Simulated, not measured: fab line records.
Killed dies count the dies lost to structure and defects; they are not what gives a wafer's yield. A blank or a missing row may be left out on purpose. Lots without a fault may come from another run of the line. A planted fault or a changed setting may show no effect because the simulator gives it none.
fab line records | flow gf180mcu
record lots=12 wafers=36 lastDay=34
route steps=602 shown V3@432 M4@465
lots that met no fault: from a run of the same line without faults
startH: start of the lot's first displayed wafer, in hours after the record's first day | waitH: time in hours since the lot's previous step | " as in the row above | L1.1+2: a row that stands for several wafers | - either no value or no given start | * or withheld: withheld | < > ~ a bound
route shown NAME@n: names a module that has steps shown in the file, with the first one's number in the route | usual: mean and standard deviation over wafers with no fault | same: alike in all rows | chamber/n: place in a boat | sites: readings site by site | _std_site: their standard deviation | _edge_site: the outer-site mean with the inner-site mean subtracted | radiusMm: for every site, how far away it sits from the centre of the wafer | mask NAME#n: copy n | behind: the last tool/chamber to shape the wafer | hold: why the lot was held/for how many hours/how that ended | device: the transistor (n, p or np) that didn't switch | end of line: the same wafers' tests at the end of the route | a step given without rows: its recipe and nothing more | killed: not the wafer's yield, but the dies lost to structure and defects at the first sort | map: per-die view of a wafer (x killed, . not killed, _ where there is no die)
set.NAME: the setting that was run; set.NAME@STEP: the one run at that earlier step | model.NAME: the simulator's own value behind a step, which no gauge read
steps of the route over a sample of lots; a table a step, a row a wafer
services: the hour from which a tool's chamber was out of use, counted from the record's first day as startH (under 0 if before that day), plus the number of hours and why
## steps
# step GF_V3_THK_MEAS_03
# recipe reads=SiO2_of_V3_CVD_02
# usual V3_CVD_02_THK=849/11
# columns lot.wafer tool chamber startH waitH V3_CVD_02_THK[nm]
L859.3 filmMetro-03 - 506.02 0.1 826
L859.4 " - " " 833
L859.6 " - " " 835
L860.1 filmMetro-03 - 509.25 0.0 837
L860.3 " - " " 839
L860.5 " - " " 854
L861.2 filmMetro-03 - 516.46 0.0 845
L861.3 " - " " 848
L861.4 " - " " 857
L864.1 filmMetro-02 - 546.29 0.0 852
L864.3 " - " " 838
L864.5 " - " " 860
L865.1 filmMetro-03 - 555.82 0.0 852
L865.5 " - " " 861
L865.6 " - " " 863
L869.2 filmMetro-02 - 586.12 0.0 846
L869.3 " - " " 845
L869.6 " - " " 864
L870.1 filmMetro-01 - 597.04 0.0 844
L870.3 " - " " 841
L870.6 " - " " 858
L873.3 filmMetro-01 - 617.43 0.1 844
L873.4 " - " " 854
L873.6 " - " " 863
L878.1 filmMetro-02 - 651.80 0.1 843
L878.4 " - " " 858
L878.6 " - " " 855
L879.3 filmMetro-01 - 656.80 0.1 835
L879.4 " - " " 850
L879.6 " - " " 853
L880.1 filmMetro-03 - 662.85 0.0 840
L880.5 " - " " 847
L880.6 " - " " 859
L881.2 filmMetro-01 - 668.66 0.0 842
L881.3 " - " " 839
L881.4 " - " " 870
# step GF_V3_SPUTTER_21
# recipe material=Ti targetThkNm=15 chamberPressurePa=5 powerW=2500 substrateTempC=200 timeS=80.02
# usual chamberPressurePa=4.998/0.01 throttleValvePct=29.7/0.87
# columns lot.wafer tool chamber startH waitH chamberPressurePa throttleValvePct
L859.3 pvdSputter-04 - 530.18 0.0 4.974 31.0
L859.4 " - " " 5.003 29.9
L859.6 " - " " 5.000 29.7
L860.1 pvdSputter-02 - 534.86 0.0 5.004 29.7
L860.3 " - " " 5.005 29.9
L860.5 " - " " 5.010 27.9
L861.2 pvdSputter-03 - 541.04 0.0 4.994 29.6
L861.3 " - " " 5.014 29.2
L861.4 " - " " 5.033 28.7
L864.1 pvdSputter-04 - 570.13 0.0 4.990 30.0
L864.3 " - " " 4.988 29.4
L864.5 " - " " 5.006 29.9
L865.1 pvdSputter-04 - 579.42 0.0 5.003 29.4
L865.5 " - " " 5.005 30.3
L865.6 " - " " 4.996 30.0
L869.2 pvdSputter-03 - 608.10 0.0 5.006 31.6
L869.3 " - " " 4.987 29.4
L869.6 " - " " 5.010 29.2
L870.1 pvdSputter-03 - 618.40 0.0 4.991 29.4
L870.3 " - " " 4.997 28.6
L870.6 " - " " 5.001 31.6
L873.3 pvdSputter-04 - 639.67 0.0 4.983 29.8
L873.4 " - " " 4.999 31.0
L873.6 " - " " 4.988 30.9
L878.1 pvdSputter-03 - 671.92 0.0 5.012 28.9
L878.4 " - " " 5.000 29.7
L878.6 " - " " 4.989 31.4
L879.3 pvdSputter-02 - 677.49 0.0 5.002 29.8
L879.4 " - " " 4.993 29.8
L879.6 " - " " 5.003 30.0
L880.1 pvdSputter-04 - 683.08 0.0 5.005 29.8
L880.5 " - " " 4.976 29.9
L880.6 " - " " 5.005 30.8
L881.2 pvdSputter-02 - 689.14 0.0 4.994 29.7
L881.3 " - " " 5.008 29.5
L881.4 " - " " 4.995 28.0
# step GF_V3_CVD_23
# recipe material=W targetThkNm=350 timeS=104.9 tempC=400 pressureTorr=40
# usual heaterPowerW=861/44
# columns lot.wafer tool chamber startH waitH heaterPowerW
L859.3 cvdW-02 1 530.32 0.1 932
L859.4 " 0 " " 809
L859.6 " 1 " " 928
L860.1 cvdW-02 0 534.96 0.0 797
L860.3 " 0 " " 800
L860.5 " 0 " " 804
L861.2 cvdW-01 0 541.14 0.0 860
L861.3 " 0 " " 867
L861.4 " 1 " " 875
L864.1 cvdW-02 1 570.23 0.0 927
L864.3 " 1 " " 946
L864.5 " 0 " " 812
L865.1 cvdW-02 1 579.52 0.0 933
L865.5 " 0 " " 806
L865.6 " 1 " " 923
L869.2 cvdW-02 0 608.24 0.1 783
L869.3 " 0 " " 816
L869.6 " 0 " " 804
L870.1 cvdW-01 1 618.50 0.0 861
L870.3 " 1 " " 856
L870.6 " 1 " " 858
L873.3 cvdW-02 1 639.81 0.1 944
L873.4 " 0 " " 821
L873.6 " 0 " " 801
L878.1 cvdW-01 0 672.02 0.0 883
L878.4 " 0 " " 883
L878.6 " 1 " " 845
L879.3 cvdW-01 1 677.63 0.1 847
L879.4 " 0 " " 881
L879.6 " 0 " " 870
L880.1 cvdW-02 1 683.18 0.0 935
L880.5 " 1 " " 922
L880.6 " 0 " " 822
L881.2 cvdW-01 0 689.24 0.0 878
L881.3 " 0 " " 892
L881.4 " 1 " " 853
# step GF_M4_COAT_09
# recipe resist=KrF spinRpm=withheld resistThkNm=1000
# columns lot.wafer tool chamber startH waitH
L859.3+4+6 lithoTrack-04 0 541.95 0.1
L860.1+3+5 lithoTrack-04 0 547.05 0.1
L861.2+3+4 lithoTrack-04 0 553.62 0.1
L864.1+3+5 lithoTrack-04 0 581.80 0.1
L865.1+5+6 lithoTrack-02 0 590.94 0.1
L869.2+3+6 lithoTrack-04 0 619.82 0.1
L870.1+3+6 lithoTrack-04 0 629.55 0.1
L873.3+4+6 lithoTrack-02 0 650.04 0.1
L878.1+4+6 lithoTrack-02 0 682.39 0.1
L879.3+4+6 lithoTrack-02 0 687.69 0.1
L880.1+5+6 lithoTrack-02 0 693.04 0.1
L881.2+3+4 lithoTrack-03 0 699.19 0.1
# step GF_M4_STRIP_17
# recipe chemistry=O2/N2 powerW=1400 pressureMtorr=1500 platenTempC=250 o2FlowSccm=3000 n2FlowSccm=300 overashFraction=0.5
# usual drypumpMotorCurrentA=5.73/0.18 heaterPowerW=346/17 oesProductAu=0.556/0.0045 stripTimeToEndpointS=7.85/0.036
# columns lot.wafer tool chamber startH waitH drypumpMotorCurrentA heaterPowerW oesProductAu rfHoursCounterH stripTimeToEndpointS
L859.3 plasmaAsher-03 1 554.00 0.1 6.03 344 0.558 - 7.84
L859.4 " 0 " " 5.48 329 0.549 - 7.86
L859.6 " 0 " " 5.49 339 0.548 - 7.84
L860.1 plasmaAsher-03 0 558.82 0.2 5.48 331 0.561 15 7.88
L860.3 " 1 " " 6.06 326 0.552 - 7.89
L860.5 " 0 " " 5.50 333 0.558 - 7.87
L861.2 plasmaAsher-01 1 564.91 0.1 5.55 362 0.553 95 7.78
L861.3 " 1 " " 5.55 357 0.552 - 7.81
L861.4 " 0 " " 5.70 359 0.554 - 7.84
L864.1 plasmaAsher-04 1 592.73 0.1 5.90 326 0.564 84 7.85
L864.3 " 0 " " 5.73 347 0.558 - 7.89
L864.5 " 0 " " 5.74 347 0.554 - 7.84
L865.1 plasmaAsher-04 0 601.98 0.1 5.75 346 0.562 85 7.86
L865.5 " 0 " " 5.74 338 0.559 - 7.82
L865.6 " 1 " " 5.90 326 0.561 - 7.89
L869.2 plasmaAsher-04 1 630.43 0.1 5.91 330 0.552 88 7.87
L869.3 " 1 " " 5.92 328 0.556 - 7.79
L869.6 " 1 " " 5.89 326 0.557 - 7.83
L870.1 plasmaAsher-01 0 639.71 0.1 5.65 369 0.554 103 7.87
L870.3 " 1 " " 5.54 357 0.563 - 7.84
L870.6 " 1 " " 5.55 358 0.558 - 7.85
L873.3 plasmaAsher-04 1 660.64 0.1 5.90 328 0.562 - 7.86
L873.4 " 0 " " 5.71 355 0.561 - 7.88
L873.6 " 1 " " 5.93 319 0.558 - 7.88
L878.1 plasmaAsher-01 0 692.03 0.1 5.68 369 0.559 109 7.83
L878.4 " 0 " " 5.66 353 0.555 - 7.83
L878.6 " 1 " " 5.55 352 0.542 - 7.49
L879.3 plasmaAsher-01 0 697.44 0.1 5.69 360 0.561 - 7.87
L879.4 " 1 " " 5.56 354 0.551 - 7.82
L879.6 " 1 " " 5.54 356 0.553 - 7.55
L880.1 plasmaAsher-04 0 703.13 0.1 5.73 352 0.552 93 7.80
L880.5 " 0 " " 5.74 353 0.555 - 7.86
L880.6 " 1 " " 5.89 324 0.545 - 7.55
L881.2 plasmaAsher-04 0 708.73 0.1 5.72 353 0.563 94 7.86
L881.3 " 1 " " 5.90 322 0.560 - 7.90
L881.4 " 0 " " 5.74 350 0.565 - 7.93
## services
# columns tool chamber startH hours kind
pvdSputter-04 - 547.61 17.1 repair
cvdW-02 - 548.02 2.8 pm
cvdW-02 - 553.62 6.9 pm
plasmaAsher-01 - 557.50 2.5 repair
pvdSputter-02 - 562.78 9.5 repair
pvdSputter-04 2 581.52 - consumableReplace:kit
pvdSputter-04 2 581.52 18.0 scheduledDown
pvdSputter-04 2 581.52 18.0 ventCycle
cvdW-01 - 598.41 6.0 pm
plasmaAsher-04 - 602.20 4.0 repair
cvdW-02 1 605.11 6.4 repair
plasmaAsher-03 - 606.37 6.5 repair
cvdW-01 0 608.36 7.1 repair
pvdSputter-04 - 611.63 0.7 repair
pvdSputter-02 3 630.98 - consumableReplace:kit
pvdSputter-02 3 630.98 18.0 scheduledDown
pvdSputter-02 3 630.98 18.0 ventCycle
pvdSputter-03 3 636.31 - consumableReplace:kit
pvdSputter-03 3 636.31 18.0 scheduledDown
pvdSputter-03 3 636.31 18.0 ventCycle
plasmaAsher-04 - 664.08 19.8 repair
plasmaAsher-03 - 687.91 2.7 repair
pvdSputter-03 - 700.83 1.9 repair
## key
firstSign step=GF_M4_STRIP_17 reading=stripTimeToEndpointS direction=down sigmas=8.8 usual=* struck=*
effect none on later readings
metAt GF_M4_COAT_09
struckLots L878,L879,L880
struckWafers L878.6,L879.6,L880.6
notActingAt GF_V3_THK_MEAS_03,GF_V3_SPUTTER_21,GF_V3_CVD_23
onsetBetween 650.04 682.39
fault kind=processParameterDrift tool=lithoTrack-02 chamber=- onsetH=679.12 steps=GF_M4_COAT_09 channel=resistThkNm offset=* shape=step endH=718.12 scope=struckWafersOnly actsIn=* stated=*
